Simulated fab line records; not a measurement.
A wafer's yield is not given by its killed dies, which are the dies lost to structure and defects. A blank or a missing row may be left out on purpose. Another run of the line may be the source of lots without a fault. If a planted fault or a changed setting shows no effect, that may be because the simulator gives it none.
Which tool is to blame? | flow gf180mcu | 15 lots with 45 wafers sampled at 5 steps, on a route of 602 steps

== WHAT THE GAUGES READ, wafer by wafer ==
GF_V5_BOW_MEAS_05.
lot  | measured     | on           | V5_BOW (um)
L584 | day 26 08:51 | filmMetro-02 | 125 121 124
L587 | day 27 05:26 | filmMetro-04 | 147 138 142
L589 | day 28 03:50 | filmMetro-01 | 128 124 134
L591 | day 28 10:43 | filmMetro-02 | 147 136 133
L592 | day 29 02:45 | filmMetro-01 | 130 127 127
L593 | day 29 06:26 | filmMetro-01 | 142 135 148
L594 | day 29 13:10 | filmMetro-04 | 139 143 160
L595 | day 29 21:50 | filmMetro-04 | 148 137 145
L599 | day 31 04:23 | filmMetro-04 | 100 95 112
L600 | day 31 05:44 | filmMetro-04 | 110 99 104
L601 | day 31 17:07 | filmMetro-01 | 89 90 101
L604 | day 32 02:47 | filmMetro-02 | 131 138 134
L605 | day 32 09:52 | filmMetro-01 | 150 157 153
L606 | day 32 16:56 | filmMetro-04 | 126 138 137
L607 | day 32 18:11 | filmMetro-02 | 139 141 134

== WHAT TOOL EACH LOT RAN ON (gives the tool, then ch and the chambers of the sampled wafers, and finally the start) ==
lot  | GF_M3_STRIP_17                      | GF_M4_SPUTTER_04            | GF_MIM_SPUTTER_07           | GF_V5_CVD_02
L584 | plasmaAsher-04 ch 0,1, day 21 09:27 | pvdSputter-02, day 22 12:24 | pvdSputter-04, day 24 12:20 | pecvd-02 ch 0,2, day 26 08:20
L587 | plasmaAsher-04 ch 0,1, day 22 09:11 | pvdSputter-01, day 23 10:45 | pvdSputter-03, day 25 10:20 | pecvd-02 ch 0,1, day 27 04:55
L589 | plasmaAsher-04 ch 0,1, day 23 07:44 | pvdSputter-01, day 24 08:56 | pvdSputter-04, day 26 07:52 | pecvd-04 ch 0,2, day 28 02:17
L591 | plasmaAsher-03 ch 0,1, day 23 18:13 | pvdSputter-02, day 24 18:54 | pvdSputter-02, day 26 17:17 | pecvd-04 ch 0,1, day 28 10:06
L592 | plasmaAsher-03 ch 0,1, day 24 13:28 | pvdSputter-02, day 25 13:50 | pvdSputter-04, day 27 09:50 | pecvd-03 ch 0,1, day 29 02:17
L593 | plasmaAsher-03 ch 0,1, day 24 16:24 | pvdSputter-02, day 25 16:59 | pvdSputter-03, day 27 13:39 | pecvd-03 ch 0,1,2, day 29 05:53
L594 | plasmaAsher-03 ch 0,1, day 25 00:50 | pvdSputter-03, day 26 00:41 | pvdSputter-04, day 27 20:32 | pecvd-03 ch 0,1, day 29 12:41
L595 | plasmaAsher-04 ch 0,1, day 25 11:29 | pvdSputter-03, day 26 11:05 | pvdSputter-04, day 28 06:05 | pecvd-02 ch 0,1, day 29 21:22
L599 | plasmaAsher-03 ch 0,1, day 26 21:02 | pvdSputter-03, day 27 20:05 | pvdSputter-03, day 29 14:32 | pecvd-03 ch 1,2, day 31 03:50
L600 | plasmaAsher-04 ch 0,1, day 26 23:52 | pvdSputter-02, day 27 22:41 | pvdSputter-02, day 29 15:44 | pecvd-04 ch 1,2, day 31 05:14
L601 | plasmaAsher-03 ch 0,1, day 27 10:29 | pvdSputter-03, day 28 09:30 | pvdSputter-02, day 30 02:56 | pecvd-04 ch 0,2, day 31 16:35
L604 | plasmaAsher-03 ch 0,1, day 27 23:49 | pvdSputter-03, day 28 22:27 | pvdSputter-04, day 30 14:35 | pecvd-02 ch 0,1,2, day 32 02:17
L605 | plasmaAsher-01 ch 0,1, day 28 07:01 | pvdSputter-01, day 29 05:38 | pvdSputter-04, day 30 21:44 | pecvd-04 ch 1,2, day 32 09:24
L606 | plasmaAsher-01 ch 0,1, day 28 16:21 | pvdSputter-01, day 29 14:01 | pvdSputter-03, day 31 04:46 | pecvd-02 ch 0,1,2, day 32 16:28
L607 | plasmaAsher-01 ch 0,1, day 28 20:17 | pvdSputter-02, day 29 18:08 | pvdSputter-02, day 31 08:14 | pecvd-03 ch 0,2, day 32 17:41
- GF_M3_STRIP_17: strips in O2/N2.
- GF_M4_SPUTTER_04: material TiN, target thk 50 nm, time 41.7 s.
- GF_MIM_SPUTTER_07: material TiN, target thk 60 nm, time 50 s.
- GF_V5_CVD_02: deposits SiO2 from TEOS, target thk 1450 nm, time 163.28 s.

== WHAT THE TOOLS THEMSELVES READ (means of the sampled wafers that have a number; where no wafer has one, the mark that the record gives instead) ==
GF_M3_STRIP_17.
lot  | tool           | drypumpMotorCurrentA (A) | heaterPowerW (W) | oesProductAu (a.u.) | stripTimeToEndpointS (s)
L584 | plasmaAsher-04 | 5.3                      | 333              | 0.559               | 7.88
L587 | plasmaAsher-04 | 5.5                      | 334              | 0.557               | 7.89
L589 | plasmaAsher-04 | 5.5                      | 331              | 0.559               | 7.88
L591 | plasmaAsher-03 | 5.9                      | 333              | 0.558               | 7.87
L592 | plasmaAsher-03 | 5.7                      | 328              | 0.561               | 7.83
L593 | plasmaAsher-03 | 5.9                      | 330              | 0.554               | 7.82
L594 | plasmaAsher-03 | 5.9                      | 326              | 0.555               | 7.87
L595 | plasmaAsher-04 | 5.3                      | 332              | 0.554               | 7.86
L599 | plasmaAsher-03 | 5.7                      | 332              | 0.558               | 7.85
L600 | plasmaAsher-04 | 5.5                      | 333              | 0.561               | 7.90
L601 | plasmaAsher-03 | 6.0                      | 331              | 0.556               | 7.90
L604 | plasmaAsher-03 | 5.7                      | 332              | 0.560               | 7.94
L605 | plasmaAsher-01 | 5.4                      | 317              | 0.557               | 7.94
L606 | plasmaAsher-01 | 5.4                      | 321              | 0.563               | 7.85
L607 | plasmaAsher-01 | 5.4                      | 321              | 0.555               | 7.89

GF_M4_SPUTTER_04.
lot  | tool          | chamberPressurePa (Pa) | throttleValvePct (%)
L584 | pvdSputter-02 | 0.3999                 | 30.9
L587 | pvdSputter-01 | 0.4006                 | 29.0
L589 | pvdSputter-01 | 0.3998                 | 29.1
L591 | pvdSputter-02 | 0.4008                 | 30.3
L592 | pvdSputter-02 | 0.4007                 | 30.4
L593 | pvdSputter-02 | 0.3997                 | 29.8
L594 | pvdSputter-03 | 0.3999                 | 29.7
L595 | pvdSputter-03 | 0.3996                 | 29.6
L599 | pvdSputter-03 | 0.3998                 | 30.0
L600 | pvdSputter-02 | 0.3998                 | 30.4
L601 | pvdSputter-03 | 0.3999                 | 29.9
L604 | pvdSputter-03 | 0.3993                 | 29.6
L605 | pvdSputter-01 | 0.4004                 | 29.7
L606 | pvdSputter-01 | 0.4001                 | 29.3
L607 | pvdSputter-02 | 0.3999                 | 29.8

GF_MIM_SPUTTER_07.
lot  | tool          | chamberPressurePa (Pa) | throttleValvePct (%)
L584 | pvdSputter-04 | 0.4004                 | 29.7
L587 | pvdSputter-03 | 0.4005                 | 30.1
L589 | pvdSputter-04 | 0.4000                 | 29.9
L591 | pvdSputter-02 | 0.3995                 | 30.7
L592 | pvdSputter-04 | 0.4009                 | 29.6
L593 | pvdSputter-03 | 0.3999                 | 30.1
L594 | pvdSputter-04 | 0.4004                 | 29.7
L595 | pvdSputter-04 | 0.3993                 | 29.3
L599 | pvdSputter-03 | 0.3999                 | 29.8
L600 | pvdSputter-02 | 0.3997                 | 30.2
L601 | pvdSputter-02 | 0.4003                 | 30.8
L604 | pvdSputter-04 | 0.4001                 | 29.2
L605 | pvdSputter-04 | 0.3992                 | 29.6
L606 | pvdSputter-03 | 0.4004                 | 30.0
L607 | pvdSputter-02 | 0.3996                 | 30.3

GF_V5_CVD_02.
lot  | tool     | heaterPowerOuterW (W) | heaterPowerW (W)
L584 | pecvd-02 | 236                   | 410
L587 | pecvd-02 | 322                   | 593
L589 | pecvd-04 | 287                   | 522
L591 | pecvd-04 | 287                   | 494
L592 | pecvd-03 | 378                   | 684
L593 | pecvd-03 | 380                   | 715
L594 | pecvd-03 | 354                   | 653
L595 | pecvd-02 | 333                   | 596
L599 | pecvd-03 | -                     | -
L600 | pecvd-04 | -                     | -
L601 | pecvd-04 | -                     | -
L604 | pecvd-02 | 338                   | 572
L605 | pecvd-04 | 317                   | 562
L606 | pecvd-02 | 271                   | 483
L607 | pecvd-03 | 449                   | 826

== THE ANSWER, worked out from the rows above alone ==
Rule: the lots themselves supply what counts as usual. Put in order of their means at a reading, lots are off if they are a third of the lots or fewer, leave a main group of 4 or more, and stand apart from it by a gap of 3 or more times the standard deviation of the main group's means; of several such gaps the widest counts. If all means in a main group match to the digits the tables above print for the reading, that group is not used. A lot without any number at a reading at which 4 lots or more have one is off too. Where the step has rows for the other lots, those lots are counted as sound. First the gauges in route order, then the tools' own readings, where a lot's mean is used as printed above. At the first step where some lot is off, the reading lying furthest off is the one used; lots without a number count as furthest.
Off: L599, L600, L601, at GF_V5_CVD_02 (heaterPowerOuterW). Without a number there: L599, L600, L601. For the main group the mean is 329 W and the standard deviation 55.
A tool fits if, at that step or a process step before it, it ran every lot that is off, and no sound lot after the first of them. No candidate that was tried fits.

== WHAT THE SIMULATOR PUT IN ==
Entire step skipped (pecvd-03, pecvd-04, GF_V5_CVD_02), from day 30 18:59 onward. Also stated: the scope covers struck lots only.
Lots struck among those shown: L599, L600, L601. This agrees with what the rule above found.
